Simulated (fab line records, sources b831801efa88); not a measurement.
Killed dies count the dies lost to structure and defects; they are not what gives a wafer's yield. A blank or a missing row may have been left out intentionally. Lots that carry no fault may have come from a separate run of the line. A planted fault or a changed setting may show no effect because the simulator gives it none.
Code-filled problem report in 8D (eight disciplines) form | flow gf180mcu | the parts of the form that need people (team, actions taken, sign-off) are left out

== 1. WHAT WENT WRONG ==
cd nm at GF_POLY_GATE_CD_MEAS_10 reads a mean of 268.5 nm on 3 wafers of 3 lots; wafers without a fault read 280.5 nm with a standard deviation of 1.3. Relative to the usual mean, that is a shift of -9.2 standard deviations.
The step: target cd 280 nm.
The first sign was on wafer L251.4 at day 11 21:43, on cd sem-01. The record has a number at this step for 35 wafers belonging to 12 lots. Rule for "out" (also "out of limits"): further than 4 standard deviations from the usual mean. All remaining wafers that have a number are taken as sound.

== 2. WHAT IT IS, WHAT IT ISN'T ==
question                    | is                     | is not
which readings at this step | cd nm                  | -
which lots                  | L251, L253, L255       | L243, L244, L245, L246, L258, L260, L264, L265, L266
which wafers of those lots  | L251.4, L253.5, L255.4 | L251.1, L251.2, L253.6, L255.1, L255.2
read on which gauges        | cd sem-01, cd sem-02   | -
when                        | from day 11 21:43      | up to then (14 sound wafers); but 18 sound wafers of L253, L255, L258, L260, L264, L265, L266 came after

== 3. THE SUSPECTS, EACH WITH WHAT RULES IT OUT ==
Counting: any tool at a process step up to the reading remains a suspect provided it ran every lot that is out. Sound lots after the first of them don't rule it out here, since some wafers of a struck lot are sound.
- ruled out: the gauge at GF_POLY_GATE_CD_MEAS_10. The wafers that are out were read on 2 gauges (cd sem-01, cd sem-02).
- krf scanner-02 at GF_POLY_GATE_EXPOSE_07 (exposes mask Poly2, target cd 280 nm): kept. Every lot that is out went through it, the first being L251 (day 11 12:53); the last sound lot it ran before that was L246 (day 9 18:17).
After counting, what remains is krf scanner-02 at GF_POLY_GATE_EXPOSE_07.

== 4. THE CAUSE (what the simulator had put in) ==
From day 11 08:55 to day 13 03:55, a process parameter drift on krf scanner-02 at GF_POLY_GATE_EXPOSE_07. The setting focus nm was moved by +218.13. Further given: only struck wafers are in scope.
Only this tool survived the counting.

== 5. THE EFFECT CHAIN, in route order ==
Each row: a reading whose mean over the struck wafers that have a number lies more than 3 standard deviations from the usual. Only readings whose record carries a usual standard deviation are examined. hours: median over the lots of the time between each lot's start at the first step of this table that gives one and its start at this step. sigmas: the change, counted in usual standard deviations.
hours | step                    | reading | usual    | on struck wafers | change | sigmas
0     | GF_POLY_GATE_CD_MEAS_10 | cd nm   | 280.5 nm | 268.5            | -12.0  | -9.2

== 6. WHAT WOULD HAVE CAUGHT IT SOONER ==
In this record the first reading out of limits at a measuring or inspecting step was taken at day 11 21:43, 13 hours after the fault began at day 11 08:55.
L253, L255, from the lots that are out (3), started GF_POLY_GATE_EXPOSE_07 on krf scanner-02 later than day 11 21:43. A hold on the tool at that time would have spared those 2.
